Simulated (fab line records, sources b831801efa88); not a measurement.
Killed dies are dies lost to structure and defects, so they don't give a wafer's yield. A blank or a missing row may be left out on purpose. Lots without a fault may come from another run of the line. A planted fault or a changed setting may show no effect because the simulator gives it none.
Which tool did it? | flow gf180mcu | 12 lots, 36 wafers sampled, at 5 steps of a route of 602

WHAT THE GAUGES READ, wafer by wafer
GF_HV_LDD_OVL_MEAS_47. Usual: HV_LDD_03_OVL -0.4 nm, standard deviation 1.4.
lot  | measured     | on         | HV_LDD_03_OVL (nm) | flag
L274 | day 12 06:56 | overlay-02 | 1.5 -1.8 0.4       |
L275 | day 12 14:17 | overlay-02 | 1.6 2.5 2.7        |
L276 | day 13 01:39 | overlay-01 | -0.8 -1.5 -0.6     |
L277 | day 13 14:07 | overlay-02 | 1.6 -0.9 0.3       |
L281 | day 14 17:53 | overlay-01 | -1.5               |
L283 | day 15 12:01 | overlay-02 | 1.8                |
L290 | day 17 23:29 | overlay-02 | -0.7 0.6 0.5       |
L292 | day 18 10:32 | overlay-02 | -0.5 -0.7 -1.1     |
L294 | day 19 07:18 | overlay-02 | 2.9 0.9 1.6        |
L295 | day 19 16:39 | overlay-02 | -1.7 -1.8 0.7      |
L296 | day 19 21:49 | overlay-01 | -2.7 1.0 -0.2      |
L297 | day 20 02:36 | overlay-02 | -0.9 -1.0 0.9      |

GF_V1_CD_MEAS_14: target cd 260 nm. Usual: cd_nm 259.9 nm, standard deviation 1.5.
lot  | measured     | on        | cd_nm (nm)        | flag
L274 | day 18 02:08 | cd_sem-01 | 259.8 260.8 260.3 |
L275 | day 18 08:00 | cd_sem-02 | 258.2 258.3 258.6 |
L276 | day 18 22:15 | cd_sem-01 | 259.2 259.5 258.3 |
L277 | day 19 14:28 | cd_sem-01 | 259.3 259.5 258.9 |
L281 | day 20 20:46 | cd_sem-02 | 258.0             |
L283 | day 21 17:10 | cd_sem-01 | 261.0             |
L290 | day 24 04:37 | cd_sem-02 | 259.7 260.5 258.7 |
L292 | day 24 15:06 | cd_sem-02 | 261.2 260.5 261.0 |
L294 | day 25 09:35 | cd_sem-01 | 260.3 259.2 261.2 |
L295 | day 25 17:56 | cd_sem-01 | 259.0 259.9 260.7 |
L296 | day 25 21:56 | cd_sem-01 | 260.0 259.0 258.9 |
L297 | day 26 02:43 | cd_sem-02 | 259.6 260.0 258.5 |

WHICH TOOL RAN EACH LOT (tool, then ch and the chambers of the sampled wafers, then the start)
lot  | GF_POLY_GATE_ETCH_13             | GF_POLY_GATE_STRIP_14                | GF_PSD_STRIP_10
L274 | rie_si-02 ch 0,1,3, day 9 04:46  | plasma_asher-03 ch 0,1, day 9 04:52  | plasma_asher-04 ch 0,1, day 14 03:00
L275 | rie_si-02 ch 1,2, day 9 10:43    | plasma_asher-01 ch 0,1, day 9 10:49  | plasma_asher-04 ch 0,1, day 14 10:03
L276 | rie_si-02 ch 0,1,3, day 9 18:43  | plasma_asher-03 ch 0,1, day 9 18:46  | plasma_asher-04 ch 0, day 14 22:55
L277 | rie_si-02 ch 0,1,2, day 10 05:34 | plasma_asher-02 ch 0,1, day 10 05:37 | plasma_asher-02 ch 0,1, day 15 11:32
L281 | rie_si-02 ch 1,2,3, day 11 06:43 | plasma_asher-03 ch 0,1, day 11 06:46 | plasma_asher-01 ch 1, day 16 18:04
L283 | rie_si-02 ch 0,2, day 12 00:22   | plasma_asher-02 ch 0,1, day 12 00:25 | plasma_asher-02 ch 0, day 17 12:37
L290 | rie_si-01 ch 0,1,2, day 14 03:17 | plasma_asher-01 ch 0,1, day 14 03:20 | plasma_asher-02 ch 0,1, day 20 03:41
L292 | rie_si-01 ch 0,1,3, day 14 12:58 | plasma_asher-02 ch 0,1, day 14 13:03 | plasma_asher-02 ch 0,1, day 20 14:30
L294 | rie_si-02 ch 0,1,3, day 15 07:38 | plasma_asher-02 ch 0,1, day 15 07:41 | plasma_asher-02 ch 0,1, day 21 10:43
L295 | rie_si-01 ch 0,1,3, day 15 15:29 | plasma_asher-02 ch 0,1, day 15 15:32 | plasma_asher-04 ch 0,1, day 21 19:41
L296 | rie_si-01 ch 0,1,3, day 15 19:52 | plasma_asher-01 ch 0,1, day 15 19:58 | plasma_asher-04 ch 0,1, day 22 00:26
L297 | rie_si-01 ch 1,2,3, day 16 02:10 | plasma_asher-03 ch 0,1, day 16 02:13 | plasma_asher-04 ch 0,1, day 22 05:17
- GF_POLY_GATE_ETCH_13: etches poly-Si in HBr/Cl2, stops on SiO2, target depth 198.5 nm, time 69.6 s.
- GF_POLY_GATE_STRIP_14: strips in O2/N2.
- GF_PSD_STRIP_10: strips in O2/N2.

WHAT THE TOOLS THEMSELVES READ (means of the sampled wafers that have a number; where no wafer has one, the mark that the record gives instead)
GF_POLY_GATE_ETCH_13. Usual: drypump_motor_current_A 5.5 A, standard deviation 0.48; he_backside_leak_sccm 2.71 sccm, standard deviation 0.26; oes_product_au 0.987 a.u., standard deviation 0.0074; throttle_valve_pct 33.684 %, standard deviation 0.0099.
lot  | tool      | drypump_motor_current_A (A) | he_backside_leak_sccm (sccm) | oes_product_au (a.u.) | throttle_valve_pct (%) | flag
L274 | rie_si-02 | 5.7                         | 2.73                         | 0.984                 | 33.680                 |
L275 | rie_si-02 | 5.0                         | 2.50                         | 0.986                 | 33.688                 |
L276 | rie_si-02 | 5.7                         | 2.69                         | 0.985                 | 33.676                 |
L277 | rie_si-02 | 5.3                         | 2.59                         | 0.987                 | 33.692                 |
L281 | rie_si-02 | 5.5                         | 2.85                         | 0.821                 | 33.684                 | OFF
L283 | rie_si-02 | 5.3                         | 2.60                         | 0.827                 | 33.693                 | OFF
L290 | rie_si-01 | 5.5                         | 2.64                         | 0.992                 | 33.692                 |
L292 | rie_si-01 | 5.5                         | 2.69                         | 0.990                 | 33.683                 |
L294 | rie_si-02 | 5.7                         | 2.63                         | 0.993                 | 33.687                 |
L295 | rie_si-01 | 5.5                         | 2.90                         | 0.992                 | 33.682                 |
L296 | rie_si-01 | 5.5                         | 2.74                         | 0.984                 | 33.685                 |
L297 | rie_si-01 | 5.6                         | 2.71                         | 0.984                 | 33.683                 |

GF_POLY_GATE_STRIP_14. Usual: drypump_motor_current_A 5.9 A, standard deviation 0.59; heater_power_w 349 W, standard deviation 32; oes_product_au 0.504 a.u., standard deviation 0.0049.
lot  | tool            | drypump_motor_current_A (A) | heater_power_w (W) | oes_product_au (a.u.) | flag
L274 | plasma_asher-03 | 6.0                         | 344                | 0.503                 |
L275 | plasma_asher-01 | 5.5                         | 345                | 0.506                 |
L276 | plasma_asher-03 | 6.2                         | 351                | 0.505                 |
L277 | plasma_asher-02 | 5.7                         | 342                | 0.503                 |
L281 | plasma_asher-03 | 6.2                         | 352                | 0.516                 |
L283 | plasma_asher-02 | 5.7                         | 343                | 0.516                 |
L290 | plasma_asher-01 | 5.5                         | 345                | 0.506                 |
L292 | plasma_asher-02 | 6.2                         | 341                | 0.510                 |
L294 | plasma_asher-02 | 5.7                         | 345                | 0.506                 |
L295 | plasma_asher-02 | 5.7                         | 341                | 0.502                 |
L296 | plasma_asher-01 | 5.5                         | 386                | 0.499                 |
L297 | plasma_asher-03 | 5.9                         | 345                | 0.504                 |

GF_PSD_STRIP_10. Usual: drypump_motor_current_A 5.5 A, standard deviation 0.64; heater_power_w 335 W, standard deviation 36; oes_product_au 0.592 a.u., standard deviation 0.0046; strip_time_to_endpoint_s 16.53 s, standard deviation 0.037.
lot  | tool            | drypump_motor_current_A (A) | heater_power_w (W) | oes_product_au (a.u.) | strip_time_to_endpoint_s (s) | flag
L274 | plasma_asher-04 | 5.0                         | 317                | 0.590                 | 16.55                        |
L275 | plasma_asher-04 | 5.4                         | 307                | 0.592                 | 16.53                        |
L276 | plasma_asher-04 | 4.7                         | 327                | 0.591                 | 16.52                        |
L277 | plasma_asher-02 | 5.7                         | 341                | 0.592                 | 16.54                        |
L281 | plasma_asher-01 | 5.4                         | 308                | 0.593                 | 16.49                        |
L283 | plasma_asher-02 | 5.2                         | 346                | 0.598                 | 16.56                        |
L290 | plasma_asher-02 | 6.2                         | 340                | 0.590                 | 16.53                        |
L292 | plasma_asher-02 | 5.7                         | 344                | 0.592                 | 16.55                        |
L294 | plasma_asher-02 | 6.2                         | 340                | 0.590                 | 16.49                        |
L295 | plasma_asher-04 | 5.1                         | 321                | 0.589                 | 16.53                        |
L296 | plasma_asher-04 | 5.1                         | 320                | 0.595                 | 16.50                        |
L297 | plasma_asher-04 | 5.0                         | 319                | 0.592                 | 16.58                        |

THE ANSWER, worked out from the rows above alone
Rule: a lot is off if the mean of its wafers that have a number lies more than 3 standard deviations from the usual mean. A lot without any number at a reading at which 4 lots or more have one is off too. The other lots that the step has rows for count as sound. The gauges are gone through in route order, then the tools' own readings, and for those a lot's mean is taken as printed above. The first step at which some lot is off is used, and at that step the reading that is off furthest; a lot without a number counts as furthest.
Off: L281, L283, at GF_POLY_GATE_ETCH_13 (oes_product_au).
A tool fits if, at that step or a process step before it, it ran every lot that is off, and no sound lot after the first of them. None of those tried fits.

WHAT THE SIMULATOR HAD PUT IN
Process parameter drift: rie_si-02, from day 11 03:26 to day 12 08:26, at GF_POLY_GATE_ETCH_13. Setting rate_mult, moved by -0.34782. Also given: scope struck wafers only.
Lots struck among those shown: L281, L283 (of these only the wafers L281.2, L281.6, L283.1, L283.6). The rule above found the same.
